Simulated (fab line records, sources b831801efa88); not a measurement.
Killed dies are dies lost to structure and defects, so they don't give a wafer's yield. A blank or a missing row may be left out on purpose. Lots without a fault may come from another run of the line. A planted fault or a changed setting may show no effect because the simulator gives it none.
fab line records | flow gf180mcu
record lots=13 wafers=39 last_day=34
route steps=602 shown PSD@261 NSD@262 CONTACT@292 M1@330
lots that met no fault: from a run of the same line without faults
start_h: hours from the record's first day to the start of the lot's first wafer shown | wait_h: hours since the lot's step before | " the same as in the row above | L1.1+2: a row that stands for several wafers | - no value, or no start given | * or withheld: withheld | < > ~ a bound
route shown NAME@n: a module of which the file shows steps, and the number in the route of the first | usual: mean/standard deviation of fault-free wafers | same: alike in all rows | chamber/n: place in a boat | sites: the reading at each site | _std_site: their standard deviation | _edge_site: outer sites' mean less inner sites' | radius_mm: how far each site lies from the wafer's centre | mask NAME#n: copy n | behind: the tool/chamber that last shaped the wafer | hold: why the lot was held/for how many hours/how that ended | device: the transistor (n, p or np) that didn't switch | end of line: the same wafers' tests at the end of the route | a step without rows: its recipe alone | killed: dies lost to structure and defects at the first sort, not the wafer's yield | map: a wafer's dies, x killed, . not, _ none there
set.NAME: the setting as run; set.NAME@STEP: as run at that earlier step | model.NAME: the simulator's own value behind a step, which no gauge read
steps of the route over a sample of lots; a table a step, a row a wafer
services: from which hour (start_h, from the record's first day; less than 0 if before it) a tool's chamber was out of use, for how many hours, and why
## steps
# step GF_PSD_RTA_13
# recipe temp_c=1025 time_s=20 ambient=N2
# usual chamber_o2_ppm=1.999/0.023 lamp_power_pct=31.3/2.6 wafer_temp_C_max=1029.1/0.87
# columns lot.wafer tool chamber start_h wait_h chamber_o2_ppm lamp_power_pct wafer_temp_C_max
L206.2 rtp_anneal-01 0 310.93 0.0 2.001 34.2 1030.8
L206.4 " 0 " " 1.983 34.1 1029.2
L206.6 " 0 " " 1.997 34.2 1028.8
L207.2 rtp_anneal-01 0 322.47 0.0 2.057 34.1 1027.7
L207.3 " 0 " " 2.033 34.2 1029.0
L207.6 " 0 " " 1.992 34.2 1030.2
L209.1 rtp_anneal-01 0 335.06 0.0 2.036 38.0 1070.0
L209.4 " 0 " " 1.982 38.0 1069.8
L209.6 " 0 " " 2.000 38.0 1069.3
L210.3 rtp_anneal-01 0 346.19 0.0 1.984 37.9 1070.0
L210.4 " 0 " " 1.985 38.0 1069.6
L210.6 " 0 " " 1.962 38.0 1070.0
L211.3 rtp_anneal-01 0 356.01 0.0 1.971 38.0 1069.3
L211.5 " 0 " " 2.012 37.9 1069.8
L211.6 " 0 " " 1.983 38.0 1071.0
L217.1 rtp_anneal-02 0 412.61 0.0 2.025 28.9 1028.5
L217.2 " 0 " " 2.030 28.8 1028.8
L217.5 " 0 " " 1.994 28.8 1029.1
L218.3 rtp_anneal-01 0 415.90 0.0 1.968 34.2 1029.1
L218.4 " 0 " " 1.992 34.1 1028.8
L218.5 " 0 " " 1.968 34.2 1028.6
L219.1 rtp_anneal-01 0 429.69 0.0 1.998 34.2 1028.9
L219.3 " 0 " " 1.976 34.2 1028.2
L219.5 " 0 " " 1.972 34.2 1028.8
L221.1 rtp_anneal-01 0 451.36 0.0 1.985 34.2 1028.9
L221.5 " 0 " " 1.978 34.1 1029.0
L221.6 " 0 " " 1.966 34.1 1027.9
L224.2 rtp_anneal-02 0 484.52 0.0 1.988 28.9 1029.8
L224.4 " 0 " " 2.000 28.8 1028.2
L224.6 " 0 " " 1.994 28.8 1027.6
L225.3 rtp_anneal-02 0 487.64 0.0 1.995 28.9 1028.2
L225.4 " 0 " " 1.992 28.9 1029.0
L225.6 " 0 " " 1.972 28.9 1030.3
L226.2 rtp_anneal-01 0 492.85 0.0 1.989 34.2 1031.0
L226.4 " 0 " " 1.994 34.2 1028.5
L226.5 " 0 " " 2.003 34.2 1029.9
L228.4 rtp_anneal-02 0 506.25 0.0 2.005 28.9 1029.7
L228.5 " 0 " " 1.996 28.9 1029.8
L228.6 " 0 " " 1.996 28.9 1029.6
# step GF_PSD_RS_MEAS_14
# recipe thk_meas_gauge=four-point-probe
# usual NSD_RS=46.13/0.092
# columns lot.wafer tool chamber start_h wait_h NSD_RS[ohm/sq]
L206.2 film_metro-04 - 311.02 0.1 46.11
L206.4 " - " " 46.11
L206.6 " - " " 45.97
L207.2 film_metro-02 - 322.56 0.1 46.16
L207.3 " - " " 46.15
L207.6 " - " " 46.18
L209.1 film_metro-02 - 335.14 0.1 40.16
L209.4 " - " " 40.24
L209.6 " - " " 40.26
L210.3 film_metro-01 - 346.29 0.1 40.26
L210.4 " - " " 40.16
L210.6 " - " " 40.20
L211.3 film_metro-04 - 356.11 0.1 40.14
L211.5 " - " " 40.17
L211.6 " - " " 40.19
L217.1 film_metro-02 - 412.70 0.1 46.24
L217.2 " - " " 46.15
L217.5 " - " " 46.25
L218.3 film_metro-04 - 415.99 0.1 46.08
L218.4 " - " " 46.16
L218.5 " - " " 46.17
L219.1 film_metro-02 - 429.78 0.1 46.29
L219.3 " - " " 46.13
L219.5 " - " " 46.25
L221.1 film_metro-01 - 451.44 0.1 46.20
L221.5 " - " " 46.11
L221.6 " - " " 46.15
L224.2 film_metro-04 - 484.61 0.1 45.99
L224.4 " - " " 46.15
L224.6 " - " " 46.17
L225.3 film_metro-01 - 487.73 0.1 46.05
L225.4 " - " " 45.93
L225.6 " - " " 46.12
L226.2 film_metro-01 - 492.93 0.1 46.02
L226.4 " - " " 46.12
L226.5 " - " " 46.20
L228.4 film_metro-02 - 506.35 0.1 46.34
L228.5 " - " " 46.39
L228.6 " - " " 46.23
# step GF_PSD_RS_MEAS_15
# recipe thk_meas_gauge=four-point-probe
# usual PSD_RS=108.5/0.32
# columns lot.wafer tool chamber start_h wait_h PSD_RS[ohm/sq]
L206.2 film_metro-04 - 311.14 0.1 108.7
L206.4 " - " " 108.6
L206.6 " - " " 108.5
L207.2 film_metro-02 - 322.68 0.1 108.8
L207.3 " - " " 109.2
L207.6 " - " " 108.9
L209.1 film_metro-02 - 335.26 0.1 91.7
L209.4 " - " " 91.7
L209.6 " - " " 91.7
L210.3 film_metro-01 - 346.41 0.1 91.8
L210.4 " - " " 91.5
L210.6 " - " " 91.6
L211.3 film_metro-04 - 356.23 0.1 91.6
L211.5 " - " " 91.6
L211.6 " - " " 91.3
L217.1 film_metro-02 - 412.82 0.1 108.1
L217.2 " - " " 108.1
L217.5 " - " " 108.5
L218.3 film_metro-04 - 416.11 0.1 108.2
L218.4 " - " " 108.6
L218.5 " - " " 108.6
L219.1 film_metro-02 - 429.90 0.1 108.6
L219.3 " - " " 108.7
L219.5 " - " " 108.6
L221.1 film_metro-01 - 451.56 0.1 108.6
L221.5 " - " " 108.5
L221.6 " - " " 108.4
L224.2 film_metro-04 - 484.73 0.1 108.9
L224.4 " - " " 108.9
L224.6 " - " " 108.7
L225.3 film_metro-01 - 487.85 0.1 108.3
L225.4 " - " " 108.4
L225.6 " - " " 108.3
L226.2 film_metro-01 - 493.05 0.1 108.7
L226.4 " - " " 108.4
L226.5 " - " " 108.8
L228.4 film_metro-02 - 506.47 0.1 109.1
L228.5 " - " " 109.3
L228.6 " - " " 109.2
# step GF_CONTACT_BOW_MEAS_05
# recipe mode=bow
# usual CONTACT_BOW=64/6.9
# columns lot.wafer tool chamber start_h wait_h CONTACT_BOW[um]
L206.2 film_metro-03 - 332.36 0.3 63
L206.4 " - " " 66
L206.6 " - " " 74
L207.2 film_metro-01 - 345.37 0.2 62
L207.3 " - " " 65
L207.6 " - " " 52
L209.1 film_metro-03 - 357.92 0.2 62
L209.4 " - " " 75
L209.6 " - " " 62
L210.3 film_metro-03 - 369.70 0.1 63
L210.4 " - " " 66
L210.6 " - " " 73
L211.3 film_metro-04 - 380.65 0.3 69
L211.5 " - " " 54
L211.6 " - " " 55
L217.1 film_metro-01 - 438.91 0.1 63
L217.2 " - " " 58
L217.5 " - " " 65
L218.3 film_metro-03 - 440.83 0.2 63
L218.4 " - " " 63
L218.5 " - " " 70
L219.1 film_metro-01 - 455.87 0.2 57
L219.3 " - " " 68
L219.5 " - " " 66
L221.1 film_metro-01 - 477.37 0.2 62
L221.5 " - " " 64
L221.6 " - " " 70
L224.2 film_metro-04 - 509.94 0.2 70
L224.4 " - " " 53
L224.6 " - " " 59
L225.3 film_metro-01 - 513.29 0.2 65
L225.4 " - " " 64
L225.6 " - " " 82
L226.2 film_metro-01 - 517.72 0.1 61
L226.4 " - " " 66
L226.5 " - " " 77
L228.4 film_metro-01 - 531.06 0.3 58
L228.5 " - " " 63
L228.6 " - " " 72
# step GF_CONTACT_THK_MEAS_26
# recipe thk_meas_gauge=xrf reads=W_of_CONTACT_CVD_24
# usual CONTACT_W_THK=303/5.4
# columns lot.wafer tool chamber start_h wait_h CONTACT_W_THK[nm]
L206.2 film_metro-01 - 355.09 0.1 306
L206.4 " - " " 304
L206.6 " - " " 306
L207.2 film_metro-03 - 368.31 0.1 305
L207.3 " - " " 300
L207.6 " - " " 302
L209.1 film_metro-03 - 381.10 0.1 311
L209.4 " - " " 314
L209.6 " - " " 302
L210.3 film_metro-04 - 393.48 0.1 291
L210.4 " - " " 297
L210.6 " - " " 301
L211.3 film_metro-04 - 404.85 0.1 302
L211.5 " - " " 308
L211.6 " - " " 299
L217.1 film_metro-03 - 464.65 0.1 302
L217.2 " - " " 310
L217.5 " - " " 301
L218.3 film_metro-01 - 466.37 0.1 296
L218.4 " - " " 302
L218.5 " - " " 298
L219.1 film_metro-01 - 481.55 0.1 308
L219.3 " - " " 312
L219.5 " - " " 306
L221.1 film_metro-01 - 502.40 0.1 296
L221.5 " - " " 296
L221.6 " - " " 303
L224.2 film_metro-03 - 534.30 0.1 303
L224.4 " - " " 306
L224.6 " - " " 311
L225.3 film_metro-04 - 537.41 0.1 302
L225.4 " - " " 303
L225.6 " - " " 303
L226.2 film_metro-04 - 541.79 0.1 314
L226.4 " - " " 317
L226.5 " - " " 311
L228.4 film_metro-01 - 553.95 0.1 296
L228.5 " - " " 300
L228.6 " - " " 299
# step GF_M1_OVL_MEAS_15
# usual M1_OVL=-1/4.7
# columns lot.wafer tool chamber start_h wait_h M1_OVL[nm]
L206.2 overlay-02 - 378.12 0.1 -12
L206.4 " - " " 0
L206.6 " - " " -5
L207.2 overlay-01 - 391.52 0.1 -7
L207.3 " - " " -9
L207.6 " - " " -1
L209.1 overlay-01 - 404.62 0.1 3
L209.4 " - " " 10
L209.6 " - " " 4
L210.3 overlay-01 - 416.88 0.1 -7
L210.4 " - " " -10
L210.6 " - " " -5
L211.3 overlay-02 - 427.85 0.1 10
L211.5 " - " " 1
L211.6 " - " " -2
L217.1 overlay-02 - 489.33 0.1 -2
L217.2 " - " " 3
L217.5 " - " " 7
L218.3 overlay-02 - 491.10 0.1 -4
L218.4 " - " " 3
L218.5 " - " " -4
L219.1 overlay-02 - 505.81 0.1 1
L219.3 " - " " -4
L219.5 " - " " -2
L221.1 overlay-02 - 525.86 0.1 6
L221.5 " - " " 3
L221.6 " - " " 1
L224.2 overlay-01 - 557.42 0.1 -5
L224.4 " - " " 1
L224.6 " - " " 1
L225.3 overlay-01 - 560.95 0.1 2
L225.4 " - " " -4
L225.6 " - " " 1
L226.2 overlay-02 - 564.87 0.1 -9
L226.4 " - " " -3
L226.5 " - " " -10
L228.4 overlay-01 - 575.83 0.1 1
L228.5 " - " " 0
L228.6 " - " " 1
## services
# columns tool chamber start_h hours kind
rtp_anneal-01 - 292.14 2.0 pm
## key
first_sign step=GF_PSD_RTA_13 reading=wafer_temp_C_max direction=up sigmas=47 usual=* struck=*
effect step=GF_PSD_RS_MEAS_14 reading=NSD_RS direction=down sigmas=64 usual=46.13 struck=40.20
effect step=GF_PSD_RS_MEAS_15 reading=PSD_RS direction=down sigmas=54 usual=108.5 struck=91.6
met_at GF_PSD_RTA_13
struck_lots L209,L210,L211
tester_left_out L209,L210,L211
not_acting_at GF_CONTACT_BOW_MEAS_05,GF_CONTACT_THK_MEAS_26,GF_M1_OVL_MEAS_15
onset_between 322.47 335.06
fault kind=process_parameter_drift tool=rtp_anneal-01 chamber=- onset_h=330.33 steps=GF_PSD_RTA_13 channel=temp_c offset=* shape=step end_h=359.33 acts_in=* stated=*
# tester_left_out: of these lots the tester's yield and bins aren't shown, on N5 and GAA mostly nor the transistor test; their killed dies are dies lost to structure and defects alone, not to doping, threshold or leakage, so they don't give the yield
